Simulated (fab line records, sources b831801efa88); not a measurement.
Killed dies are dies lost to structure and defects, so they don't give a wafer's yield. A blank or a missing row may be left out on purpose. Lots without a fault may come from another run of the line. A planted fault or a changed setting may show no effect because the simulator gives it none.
Problem report in the 8D (eight disciplines) form, filled by code | flow sfq_line | the parts of the form that need people (team, actions taken, sign-off) are left out

1. THE PROBLEM
spin_speed_rpm at SFQ_TRILAYER_JJ_CE_LITHO_COAT_119 reads a mean of 2890.3 rpm on 6 wafers of 2 lots; wafers without a fault read 2999.8 rpm with a standard deviation of 1.8. That is -61 standard deviations from the usual mean.
The step: resist thk 62 nm.
First seen on wafer L120.1, day 42 03:07, on litho_track-04. The record holds 42 wafers of 14 lots with a number at this step. Rule for "out", or "out of limits": more than 4 standard deviations from the usual mean. The other wafers with a number count as sound.

2. WHAT IT IS AND WHAT IT IS NOT
question                    | is                     | is not
which readings at this step | spin_speed_rpm         | exhaust_pa
which lots                  | L120, L121             | L112, L113, L114, L115, L116, L117, L119, L122, L129, L130, L131, L133
which wafers of those lots  | all that have a number | -
read on which tools         | litho_track-04         | litho_track-02, litho_track-03
when                        | from day 42 03:07      | up to then (21 sound wafers); but 15 sound wafers of L122, L129, L130, L131, L133 came after

3. SUSPECTS, AND WHAT RULES EACH OUT
Counting: a tool at a process step up to the reading stays a suspect if it ran every lot that is out and no sound lot after the first of them.
- litho_track-04 at SFQ_TRILAYER_JJ_CE_LITHO_COAT_119 (resist thk 62 nm): ruled out as a lasting fault. Sound lots L130 ran on it after its first lot that is out, L120 (day 42 03:07).
Left after counting: nothing in the record.

4. THE CAUSE (what the simulator had put in)
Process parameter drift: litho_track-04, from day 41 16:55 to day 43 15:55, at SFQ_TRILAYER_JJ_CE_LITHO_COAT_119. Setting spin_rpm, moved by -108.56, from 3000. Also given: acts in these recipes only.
Counting ruled it out, wrongly.

5. THE CHAIN OF EFFECTS, in route order
Each row: a reading whose mean over the struck wafers that have a number lies more than 3 standard deviations from the usual. Only readings for which the record gives a usual standard deviation are gone through. hours: the time from each lot's start at the first step in this table that gives one to its start at this step, as a median over the lots. sigmas: the change in usual standard deviations.
hours | step                              | reading        | usual      | on struck wafers | change | sigmas
0     | SFQ_TRILAYER_JJ_CE_LITHO_COAT_119 | spin_speed_rpm | 2999.8 rpm | 2890.3           | -109.5 | -61
The process steps in it:
- SFQ_TRILAYER_JJ_CE_LITHO_COAT_119: resist thk 62 nm.

6. WHAT WOULD HAVE CAUGHT IT SOONER
In this record the first reading out of limits was taken at day 42 03:07, 10 hours after the fault began at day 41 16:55.
